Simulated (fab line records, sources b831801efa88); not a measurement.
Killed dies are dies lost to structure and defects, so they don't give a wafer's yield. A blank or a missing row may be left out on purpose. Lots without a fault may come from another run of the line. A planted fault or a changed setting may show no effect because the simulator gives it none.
Which tool did it? | flow gf180mcu | 14 lots, 42 wafers sampled, at 2 steps of a route of 602

WHAT THE GAUGES READ, wafer by wafer
GF_VT_IMPLANT_TW_MEAS_10. Usual: VT_IMPLANT_TW 565.6, standard deviation 2.9.
lot  | measured     | on            | VT_IMPLANT_TW     | flag
L467 | day 5 17:20  | film_metro-04 | 567.5 566.8 568.1 |
L468 | day 5 22:08  | film_metro-04 | 565.2 568.1 571.9 |
L470 | day 6 15:44  | film_metro-03 | 566.2 569.4 566.9 |
L471 | day 6 18:46  | film_metro-04 | 563.8 563.5 563.1 |
L472 | day 6 22:31  | film_metro-04 | 559.9 562.5 563.8 |
L475 | day 7 16:53  | film_metro-03 | 569.0 568.3 569.3 |
L480 | day 9 02:17  | film_metro-02 | 560.0 559.7 562.0 |
L481 | day 9 09:46  | film_metro-03 | 567.9 565.2 564.1 |
L482 | day 9 14:20  | film_metro-03 | 563.5 564.5 569.3 |
L483 | day 9 21:39  | film_metro-03 | 562.5 564.8 563.6 |
L484 | day 10 01:13 | film_metro-04 | 567.6 566.8 564.7 |
L485 | day 10 07:34 | film_metro-03 | 561.4 564.9 563.0 |
L487 | day 10 22:32 | film_metro-02 | 567.0 565.9 562.0 |
L488 | day 11 03:00 | film_metro-04 | 561.9 563.4 562.6 |

GF_VT_IMPLANT_OVL_MEAS_18. Usual: VT_IMPLANT_01_OVL -0.4 nm, standard deviation 1.4.
lot  | measured     | on         | VT_IMPLANT_01_OVL (nm) | flag
L467 | day 6 08:05  | overlay-01 | -0.7 -0.4 0.3          |
L468 | day 6 12:41  | overlay-02 | -0.9 0.4 -2.1          |
L470 | day 7 07:53  | overlay-02 | 0.7 -1.1 -1.3          |
L471 | day 7 10:21  | overlay-02 | 0.4 -0.6 0.6           |
L472 | day 7 14:29  | overlay-02 | 0.2 0.3 1.0            |
L475 | day 8 09:02  | overlay-02 | -0.4 -0.9 0.6          |
L480 | day 9 20:03  | overlay-02 | 0.1 -0.5 0.1           |
L481 | day 10 02:56 | overlay-01 | -1.7 -1.7 -1.5         |
L482 | day 10 07:29 | overlay-01 | 0.1 -2.2 -1.7          |
L483 | day 10 15:50 | overlay-02 | -0.3 -1.6 0.5          |
L484 | day 10 19:59 | overlay-02 | -1.1 -2.7 -4.8         |
L485 | day 11 02:23 | overlay-01 | -0.1 1.9 2.8           |
L487 | day 11 17:26 | overlay-01 | 0.0 0.3 2.4            |
L488 | day 11 21:53 | overlay-01 | 0.7 0.5 0.0            |

WHICH TOOL RAN EACH LOT (tool, then ch and the chambers of the sampled wafers, then the start)
The record holds no process step before these readings.

WHAT THE TOOLS THEMSELVES READ (means of the sampled wafers that have a number; where no wafer has one, the mark that the record gives instead)
The record holds no such reading with a usual standard deviation.

THE ANSWER, worked out from the rows above alone
Rule: a lot is off if the mean of its wafers that have a number lies more than 3 standard deviations from the usual mean. A lot without any number at a reading at which 4 lots or more have one is off too. The other lots that the step has rows for count as sound. The gauges are gone through in route order, then the tools' own readings, and for those a lot's mean is taken as printed above. The first step at which some lot is off is used, and at that step the reading that is off furthest; a lot without a number counts as furthest.
No lot is off at any reading shown: from this, nothing can be told.

WHAT THE SIMULATOR HAD PUT IN
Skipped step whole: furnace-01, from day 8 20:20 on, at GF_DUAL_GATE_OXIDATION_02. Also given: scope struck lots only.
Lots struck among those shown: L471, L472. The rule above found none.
